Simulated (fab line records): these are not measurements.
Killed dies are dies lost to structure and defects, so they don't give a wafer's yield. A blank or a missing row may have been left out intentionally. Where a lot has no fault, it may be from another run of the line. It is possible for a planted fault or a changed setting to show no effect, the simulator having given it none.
fab line records	flow sfqLine
[record] lots = 7	wafers = 20	lastDay = 92
route steps=325 shown M2@98 I2@103
lots that met no fault: taken from a fault-free run of the same line
startH: the number of hours between the record's first day and the start of the first shown wafer of the lot	waitH: hours elapsed since this lot's preceding step	" as in the row above	L1.1+2: one row covering several wafers at once	- no value, or no start was given	* or withheld: withheld	< > ~ a bound
route shown NAME@n: NAME is a module with steps in the file, n the number in the route of the first one	usual: mean and standard deviation over wafers with no fault	same: alike in all rows	chamber/n: place in a boat	sites: per-site readings	_std_site: their standard deviation	_edge_site: outer sites' mean less inner sites'	radiusMm: how far each site lies from the wafer's centre	mask NAME#n: copy n	behind: the most recent tool/chamber to have shaped the wafer	hold: why the lot was held/for how many hours/how that ended	device: which transistor (n, p or np) failed to switch	end of line: tests of these same wafers at the route's end	a step without rows: its recipe alone	killed: at the first sort, the dies lost to defects and structure; wafer yield is something else	map: the dies of a wafer, with x for killed, . for not killed, _ for no die there
set.NAME: the run value of the setting; set.NAME@STEP: its run value at that earlier step	model.NAME: the simulator's own value behind a step, which no gauge read
lots at some steps of the route; a table a step, a row a wafer
services: a tool's chamber out of use, with start hour (startH, from the record's first day; less than 0 if before it), hours out, and reason
[[steps]]
[step SFQ_M2_OVL_MEAS_916]
[usual] M2_OVL = -2/5.6
lot.wafer	tool	chamber	startH	waitH	M2_OVL[nm]
L750.1	overlay-02	-	854.61	0.1	5
L750.5	"	-	"	"	-3
L750.6	"	-	"	"	1
L753.3	overlay-01	-	877.42	0.1	-1
L753.4	"	-	"	"	2
L753.6	"	-	"	"	-5
L754.3	overlay-01	-	891.82	0.1	3
L754.4	"	-	"	"	4
L754.5	"	-	"	"	9
L755.2	overlay-01	-	894.22	0.1	-6
L755.4	"	-	"	"	-6
L755.6	"	-	"	"	-1
L756.1	overlay-02	-	918.33	0.1	-7
L756.4	"	-	"	"	-15
L766.2	overlay-01	-	944.04	0.1	-9
L766.4	"	-	"	"	-10
L766.5	"	-	"	"	-14
L769.2	overlay-02	-	950.04	0.1	1
L769.4	"	-	"	"	4
L769.5	"	-	"	"	-2
[step SFQ_TRILAYER_M2_BARC_OPEN_METAL_ETCH_077]
[recipe] maskMaterial = PR	chemistry = O2	targetDepthNm = 125	target = BARC	icpW = 600	biasW = 80	pressureMtorr = 10	timeS = 41.7
[usual] drypumpMotorCurrentA = 6.09/0.3	oesProductAu = 0.685/0.0049
lot.wafer	tool	chamber	startH	waitH	drypumpMotorCurrentA	oesProductAu	rfHoursCounterH
L750.1	rieMetal-02	0	854.65	0.0	6.23	0.687	5
L750.5	"	1	"	"	5.92	0.690	-
L750.6	"	0	"	"	6.26	0.687	-
L753.3	rieMetal-03	0	877.47	0.0	6.57	0.681	-
L753.4	"	1	"	"	5.73	0.684	-
L753.6	"	0	"	"	6.60	0.692	-
L754.3	rieMetal-02	1	891.87	0.0	5.90	0.688	-
L754.4	"	0	"	"	6.28	0.688	-
L754.5	"	0	"	"	6.27	0.692	-
L755.2	rieMetal-03	1	894.25	0.0	5.73	0.678	121
L755.4	"	0	"	"	6.60	0.685	-
L755.6	"	1	"	"	5.74	0.683	-
L756.1	rieMetal-03	0	918.37	0.0	6.58	0.689	138
L756.4	"	1	"	"	5.73	0.690	-
L766.2	rieMetal-01	1	944.07	0.0	6.11	0.688	49
L766.4	"	1	"	"	6.08	0.685	-
L766.5	"	0	"	"	5.99	0.688	-
L769.2	rieMetal-02	1	950.07	0.0	5.90	0.689	120
L769.4	"	1	"	"	5.91	0.690	-
L769.5	"	0	"	"	6.25	0.687	-
[step SFQ_TRILAYER_M2_ETCH_METAL_ETCH_060]
[recipe] target = Nb	stopOn = SiO2	maskMaterial = PR	chemistry = Cl2/Ar	targetDepthNm = 240	icpW = 600	biasW = 80	pressureMtorr = 10	timeS = 120
[usual] drypumpMotorCurrentA = 6.09/0.3	oesProductAu = 0.895/0.0085
lot.wafer	tool	chamber	startH	waitH	drypumpMotorCurrentA	oesProductAu	rfHoursCounterH
L750.1	rieMetal-02	0	854.70	0.0	6.24	0.907	5
L750.5	"	1	"	"	5.92	0.901	-
L750.6	"	0	"	"	6.25	0.902	-
L753.3	rieMetal-03	0	877.55	0.1	6.60	0.899	-
L753.4	"	1	"	"	5.72	0.892	-
L753.6	"	0	"	"	6.61	0.907	-
L754.3	rieMetal-02	1	891.95	0.1	5.87	0.910	-
L754.4	"	0	"	"	6.26	0.914	-
L754.5	"	0	"	"	6.26	0.912	-
L755.2	rieMetal-03	1	894.30	0.0	5.75	0.904	122
L755.4	"	0	"	"	6.63	0.901	-
L755.6	"	1	"	"	5.73	0.902	-
L756.1	rieMetal-03	0	918.43	0.0	6.60	0.891	138
L756.4	"	1	"	"	5.74	0.900	-
L766.2	rieMetal-01	1	944.13	0.0	6.06	0.902	49
L766.4	"	1	"	"	6.08	0.905	-
L766.5	"	0	"	"	5.93	0.901	-
L769.2	rieMetal-02	1	950.13	0.0	5.88	0.893	120
L769.4	"	1	"	"	5.87	0.901	-
L769.5	"	0	"	"	6.25	0.893	-
[step SFQ_TRILAYER_M2_STRIP_STRIP_061]
[recipe] gas = O2	powerW = 200	platenTempC = 40	overashFraction = 0.65	chemistry = O2	pressureMtorr = 50
[step SFQ_TRILAYER_M2_STRIP_SOLV_CLEAN_062]
[recipe] chemistry = NMP	tempC = 70	timeS = 600
[step SFQ_TRILAYER_I2_DEP_PECVD_063]
[recipe] material = SiO2	tempC = 150	timeS = 111.11	pressureTorr = 2.4	rfW = 183.3	precursor = SiH4/N2O	targetThkNm = 500
[usual] heaterPowerW = 86/18	throttleValvePct = 24.4/1.5
lot.wafer	tool	chamber	startH	waitH	heaterPowerW	throttleValvePct
L750.1	pecvd-04	0	855.78	0.0	69	22.8
L750.5	"	2	"	"	76	22.7
L750.6	"	0	"	"	69	22.5
L753.3	pecvd-01	0	878.40	0.0	103	25.2
L753.4	"	1	"	"	88	25.5
L753.6	"	0	"	"	88	25.3
L754.3	pecvd-03	1	892.80	0.0	108	24.6
L754.4	"	1	"	"	113	24.3
L754.5	"	0	"	"	105	23.5
L755.2	pecvd-04	1	895.20	0.0	71	24.3
L755.4	"	2	"	"	86	22.7
L755.6	"	0	"	"	75	23.0
L756.1	pecvd-01	0	919.35	0.0	107	25.3
L756.4	"	2	"	"	54	26.7
L766.2	pecvd-03	0	945.03	0.0	109	23.7
L766.4	"	2	"	"	95	26.9
L766.5	"	1	"	"	112	24.8
L769.2	pecvd-03	1	951.20	0.0	116	24.8
L769.4	"	2	"	"	88	27.4
L769.5	"	1	"	"	119	24.7
[step SFQ_TRILAYER_I2_CMP_CMP_064]
[recipe] material = SiO2	downForcePsi = 3	platenRpm = 60	padVelocityMS = 0.94248
[usual] motorCurrentA = 10.4/1.3	slurryFilterDpKPa = 13.49/0.13	timeToEndpointS = 215/6.8
lot.wafer	tool	chamber	startH	waitH	motorCurrentA	slurryFilterDpKPa	timeToEndpointS
L750.1	cmp-02	1	857.38	1.6	14.0	13.58	210
L750.5	"	0	858.88	3.0	8.9	13.26	209
L750.6	"	1	"	"	13.2	13.47	217
L753.4	cmp-02	2	879.71	1.2	10.4	13.49	226
L753.3	"	3	"	"	10.6	13.63	216
L753.6	"	2	881.71	3.2	9.6	13.35	229
L754.3	cmp-01	1	893.38	0.5	11.4	13.33	211
L754.4	"	2	"	"	9.7	13.36	217
L754.5	"	1	895.38	2.5	10.9	13.35	218
L755.2	cmp-02	1	895.78	0.5	13.7	13.46	216
L755.4	"	2	"	"	9.7	13.45	212
L755.6	"	0	897.28	2.0	8.5	13.42	217
L756.1	cmp-02	2	920.42	1.0	9.6	13.26	214
L756.4	"	3	"	"	10.3	13.38	202
L766.2	cmp-02	3	947.51	2.4	9.9	13.38	208
L766.4	"	1	948.51	3.4	12.9	13.29	221
L766.5	"	3	949.51	4.4	10.7	13.46	218
L769.4	cmp-02	3	953.51	2.2	10.1	13.56	215
L769.2	"	1	954.51	3.3	13.6	13.43	214
L769.5	"	3	955.51	4.2	10.8	13.47	214
[step SFQ_I2_BOW_MEAS_917]
[recipe] mode = bow
[usual] I2_BOW = 3/8.4
lot.wafer	tool	chamber	startH	waitH	I2_BOW[um]
L750.1	filmMetro-04	-	859.88	2.0	-8
L750.5	"	-	"	"	-7
L750.6	"	-	"	"	-5
L753.3	filmMetro-03	-	882.25	1.5	17
L753.4	"	-	"	"	-8
L753.6	"	-	"	"	-2
L754.3	filmMetro-04	-	895.92	2.0	-5
L754.4	"	-	"	"	-6
L754.5	"	-	"	"	4
L755.2	filmMetro-02	-	898.30	2.0	1
L755.4	"	-	"	"	1
L755.6	"	-	"	"	16
L756.1	filmMetro-04	-	922.42	1.5	18
L756.4	"	-	"	"	5
L766.2	filmMetro-02	-	950.53	2.5	7
L766.4	"	-	"	"	15
L766.5	"	-	"	"	8
L769.2	filmMetro-03	-	956.53	1.5	6
L769.4	"	-	"	"	20
L769.5	"	-	"	"	-1
[step SFQ_TRILAYER_I2_METRO_MEASURE_065]
[usual] thkNm = 199.9/1
lot.wafer	tool	chamber	startH	waitH	thkNm
L750.1	filmMetro-04	-	860.00	0.1	201.3
L750.5	"	-	"	"	200.2
L750.6	"	-	"	"	201.0
L753.3	filmMetro-03	-	882.73	0.5	198.0
L753.4	"	-	"	"	198.0
L753.6	"	-	"	"	200.4
L754.3	filmMetro-04	-	896.40	0.5	201.5
L754.4	"	-	"	"	199.4
L754.5	"	-	"	"	201.7
L755.2	filmMetro-02	-	898.60	0.3	200.7
L755.4	"	-	"	"	200.0
L755.6	"	-	"	"	199.3
L756.1	filmMetro-04	-	922.54	0.1	198.9
L756.4	"	-	"	"	199.7
L766.2	filmMetro-02	-	950.83	0.3	199.9
L766.4	"	-	"	"	199.9
L766.5	"	-	"	"	198.0
L769.2	filmMetro-03	-	956.83	0.3	200.6
L769.4	"	-	"	"	198.2
L769.5	"	-	"	"	198.7
[step SFQ_TRILAYER_I2_VIA_LITHO_COAT_072]
[recipe] resist = BARC	spinRpm = 3000	resistThkNm = 62
[step SFQ_TRILAYER_I2_VIA_LITHO_COAT_067]
[recipe] resist = KrF	spinRpm = 3000	resistThkNm = 650
[step SFQ_TRILAYER_I2_VIA_LITHO_SOFTBAKE_071]
[recipe] tempC = withheld	timeS = withheld	resist = KrF
[step SFQ_TRILAYER_I2_VIA_LITHO_EXPOSE_068]
[recipe] maskId = I2	na = 0.6	sourceShape = conventional	sigmaOuter = 0.65	targetCdNm = 500	doseMj = 21.3
[same] na = 0.6
lot.wafer	tool	chamber	startH	waitH	mask
L750.1+5+6	krfScanner-02	0	1003.69	-	I2#0
L753.3+4+6	krfScanner-01	0	1030.61	-	I2#0
L754.3+4+5	krfScanner-01	0	1047.41	-	I2#0
L755.2+4+6	krfScanner-01	0	1049.61	-	I2#0
L756.1+4	krfScanner-01	0	1071.01	-	I2#0
L766.2+4+5	krfScanner-02	0	1095.29	-	I2#0
L769.2+4+5	krfScanner-02	0	1103.92	-	I2#0
[step SFQ_TRILAYER_I2_VIA_LITHO_PEB_070]
[recipe] pebTempC = 115	pebTimeS = 60	resist = KrF
[step SFQ_TRILAYER_I2_VIA_LITHO_DEVELOP_069]
[recipe] timeS = 60	resist = KrF
[step SFQ_I2_OVL_MEAS_918]
[usual] I2_OVL = 2/5.7
lot.wafer	tool	chamber	startH	waitH	I2_OVL[nm]
L750.1	overlay-01	-	1005.19	0.1	8
L750.5	"	-	"	"	7
L750.6	"	-	"	"	8
L753.3	overlay-02	-	1031.72	0.1	10
L753.4	"	-	"	"	9
L753.6	"	-	"	"	6
L754.3	overlay-02	-	1048.52	0.1	7
L754.4	"	-	"	"	7
L754.5	"	-	"	"	7
L755.2	overlay-02	-	1050.92	0.1	5
L755.4	"	-	"	"	8
L755.6	"	-	"	"	1
L756.1	overlay-01	-	1072.51	0.1	6
L756.4	"	-	"	"	1
L766.2	overlay-01	-	1096.60	0.1	3
L766.4	"	-	"	"	0
L766.5	"	-	"	"	1
L769.2	overlay-02	-	1105.22	0.1	5
L769.4	"	-	"	"	2
L769.5	"	-	"	"	5
[step SFQ_TRILAYER_I2_VIA_BARC_OPEN_VIA_ETCH_096]
[recipe] maskMaterial = PR	chemistry = O2	targetDepthNm = 125	target = BARC	sourceW = 500	biasW = 80	pressureMtorr = 30	timeS = 41.7
[usual] drypumpMotorCurrentA = 5.6/0.62	oesProductAu = 0.685/0.0041
lot.wafer	tool	chamber	startH	waitH	drypumpMotorCurrentA	oesProductAu	rfHoursCounterH	model.I2.cdNm
L750.1	rieDiel-03	0	1005.22	0.0	6.5	0.685	16	500
L750.5	"	3	"	"	4.7	0.681	-	498.7
L750.6	"	0	"	"	6.6	0.687	-	500.2
L753.3	rieDiel-03	3	1031.75	0.0	4.7	0.681	3	499.8
L753.4	"	1	"	"	5.0	0.689	1	498.7
L753.6	"	3	"	"	4.7	0.675	-	498.8
L754.3	rieDiel-01	3	1048.55	0.0	5.3	0.681	1	499.7
L754.4	"	0	"	"	5.7	0.690	11	505.1
L754.5	"	0	"	"	5.7	0.697	-	497.7
L755.2	rieDiel-01	1	1050.95	0.0	5.5	0.682	11	508
L755.4	"	3	"	"	5.3	0.684	1	505.5
L755.6	"	2	"	"	6.8	0.683	-	499
L756.1	rieDiel-02	2	1072.55	0.0	5.0	0.683	2	498.5
L756.4	"	1	"	"	5.0	0.684	11	505
L766.2	rieDiel-01	3	1096.63	0.0	5.3	0.685	2	498.5
L766.4	"	2	"	"	6.8	0.682	3	498.4
L766.5	"	3	"	"	5.3	0.688	-	498
L769.2	rieDiel-03	1	1105.25	0.0	5.0	0.688	2	500.4
L769.4	"	1	"	"	5.0	0.681	-	500.4
L769.5	"	2	"	"	5.8	0.688	-	501.5
[step SFQ_TRILAYER_I2_VIA_ETCH_VIA_ETCH_070]
[recipe] target = SiO2	stopOn = Nb	maskMaterial = PR	taperDeg = 20	chemistry = CHF3	targetDepthNm = 260	sourceW = 500	biasW = 80	pressureMtorr = 30	timeS = withheld
[usual] drypumpMotorCurrentA = 5.6/0.62	oesProductAu = 0.854/0.0048
lot.wafer	tool	chamber	startH	waitH	drypumpMotorCurrentA	oesProductAu	model.I2.cdNm
L750.1	rieDiel-03	0	1005.26	0.0	6.5	0.853	500.8
L750.5	"	3	"	"	4.7	0.859	496.5
L750.6	"	0	"	"	6.5	0.850	500.2
L753.3	rieDiel-03	3	1031.79	0.0	4.7	0.853	496.7
L753.4	"	1	"	"	5.0	0.848	499.2
L753.6	"	3	"	"	4.7	0.858	497.4
L754.3	rieDiel-01	3	1048.59	0.0	5.3	0.853	500.5
L754.4	"	0	"	"	5.6	0.851	504.6
L754.5	"	0	"	"	5.6	0.865	497.1
L755.2	rieDiel-01	1	1050.99	0.0	5.5	0.857	511.8
L755.4	"	3	"	"	5.3	0.854	506.8
L755.6	"	2	"	"	6.8	0.857	501.1
L756.1	rieDiel-02	2	1072.59	0.0	5.0	0.854	499.9
L756.4	"	1	"	"	5.0	0.846	505.5
L766.2	rieDiel-01	3	1096.67	0.0	5.3	0.854	500.6
L766.4	"	2	"	"	6.8	0.848	502.8
L766.5	"	3	"	"	5.3	0.847	498.7
L769.2	rieDiel-03	1	1105.29	0.0	5.0	0.859	499.2
L769.4	"	1	"	"	5.0	0.850	500.2
L769.5	"	2	"	"	5.7	0.850	503
[step SFQ_TRILAYER_I2_VIA_STRIP_STRIP_071]
[recipe] gas = O2	powerW = 200	platenTempC = 40	overashFraction = 0.65	chemistry = O2	pressureMtorr = 50
[[services]]
tool	chamber	startH	hours	kind
rieDiel-03	1	833.75	13.0	repair
krfScanner-01	-	834.33	4.4	pm
rieMetal-03	-	849.43	2.8	pm
rieMetal-02	-	856.69	1.8	repair
rieMetal-02	0	857.51	29.8	repair
rieDiel-01	-	870.32	14.6	pm
rieDiel-03	2	872.82	13.5	repair
cmp-02	-	877.30	1.9	repair
rieDiel-01	2	888.72	1.5	repair
krfScanner-01	-	902.31	1.3	pm
rieMetal-02	0	904.56	2.7	repair
krfScanner-01	-	911.85	1.0	pm
rieMetal-03	-	914.82	2.3	repair
rieDiel-03	-	960.02	0.2	repair
rieDiel-01	3	961.02	2.7	repair
rieMetal-02	-	965.48	1.0	repair
krfScanner-01	-	973.73	0.8	pm
rieMetal-02	0	999.36	29.3	repair
cmp-02	-	1029.69	11.7	repair
cmp-02	-	1032.99	2.6	repair
rieDiel-03	0	1052.18	16.6	repair
rieDiel-03	3	1054.10	75.4	repair
rieDiel-01	-	1086.99	0.1	repair
cmp-02	-	1093.48	4.0	pm
[[key]]
firstSign none at tools or gauges
[modelEffect] step = SFQ_TRILAYER_I2_VIA_BARC_OPEN_VIA_ETCH_096	value = I2.cdNm	without = 499.7	struck = 505.9
[modelEffect] step = SFQ_TRILAYER_I2_VIA_ETCH_VIA_ETCH_070	value = I2.cdNm	without = 501	struck = 507.2
metAt SFQ_TRILAYER_I2_VIA_LITHO_EXPOSE_068
struckWafers L754.4,L755.2,L755.4,L756.4
[fault] kind = processParameterDrift	tool = krfScanner-01	chamber = -	onsetH = 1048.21	steps = SFQ_TRILAYER_I2_VIA_LITHO_EXPOSE_068	channel = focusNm	offset = 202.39	shape = step	endH = 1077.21	scope = struckWafersOnly
